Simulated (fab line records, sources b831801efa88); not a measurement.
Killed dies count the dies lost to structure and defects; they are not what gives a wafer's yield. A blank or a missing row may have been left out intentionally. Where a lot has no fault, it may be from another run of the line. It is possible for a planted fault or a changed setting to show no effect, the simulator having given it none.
Problem report, 8D (eight disciplines) form, completed by code || flow sky130 || the parts of the form that need people (team, actions taken, sign-off) are left out

## 1. THE PROBLEM
Wafers without a fault read 7.499e+13, standard deviation 8.5e+10; dose ions cm2 at SKY_LDD_N_IMPLANT_08 reads a mean of 5.990e+13 on 6 wafers belonging to 2 lots. So: -99 or more standard deviations from the usual mean.
First observed at day 20 11:50: wafer L472.3, on implanter-04. Wafers with a number at this step in the record: 36, from 12 lots. By rule, "out" or "out of limits" means more than 4 standard deviations away from the usual mean. The rest of the wafers with a number are treated as sound.

## 2. WHAT THIS IS AND IS NOT
{"question": "which readings at this step", "is": "dose ions cm2, faraday current uA", "is not": "-"}
{"question": "which lots", "is": "L472, L473", "is not": "L477, L478, L479, L480, L481, L482, L483, L486, L487, L488"}
{"question": "which wafers of those lots", "is": "all that have a number", "is not": "-"}
{"question": "read on which tools", "is": "implanter-04", "is not": "implanter-01, implanter-03"}
{"question": "when", "is": "from day 20 11:50", "is not": "up to then (0 sound wafers); but 30 sound wafers of L477, L478, L479, L480, L481, L482, L483, L486, L487, L488 came after"}

## 3. SUSPECTS, AND WHAT RULES EACH OUT
Counting: a tool stays on the suspect list if, at a process step up to the reading, it processed all lots that are out and no sound lot following the first of them.
- cmp-01 at SKY_FIELD_ISO_CMP_27 (polishes, stops on Si3N4, t overpolish 16 s, target thk 457.8 nm): ruled out as a lasting fault. The sound lots L477, L478, L482, L483, L486, L487, L488 went through it after L472, its earliest lot that is out (day 3 21:43).
- implanter-04 at SKY_LDD_N_IMPLANT_08: ruled out as a lasting fault. The sound lots L479, L481, L482, L483 went through it after L472, its earliest lot that is out (day 20 11:50).
Left after counting: nothing in the record.

## 4. THE CAUSE (what the simulator had put in)
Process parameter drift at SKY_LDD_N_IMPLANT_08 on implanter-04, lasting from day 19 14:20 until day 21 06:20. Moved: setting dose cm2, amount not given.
Counting ruled it out, wrongly.

## 5. SEQUENCE OF EFFECTS, ordered by route
Rows list readings where the struck wafers' mean (over those with a number) sits beyond 3 standard deviations from the usual. Only readings for which the record gives a usual standard deviation are gone through. hours: the time from each lot's start at the first step in this table that gives one to its start at this step, as a median over the lots. sigmas: the change in usual standard deviations.
{"hours": 0, "step": "SKY_LDD_N_IMPLANT_08", "reading": "dose ions cm2", "usual": 7.499e+13, "on struck wafers": 5.990e+13, "change": -1.508e+13, "sigmas": "-99 or more"}
{"hours": 0, "step": "SKY_LDD_N_IMPLANT_08", "reading": "faraday current uA", "usual": 423, "on struck wafers": 342, "change": -81, "sigmas": -9.6}
{"hours": 1, "step": "SKY_LDD_N_STRIP_16", "reading": "strip time to endpoint s", "usual": "4.317 s", "on struck wafers": 4.276, "change": -0.041, "sigmas": -3.2}
The process steps in it:
- SKY_LDD_N_IMPLANT_08
- SKY_LDD_N_STRIP_16: strips in O2/N2.

## 6. WHAT WOULD HAVE CAUGHT IT SOONER
In this record no reading fell out of limits until day 20 11:50, 22 hours after the fault had begun at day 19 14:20.
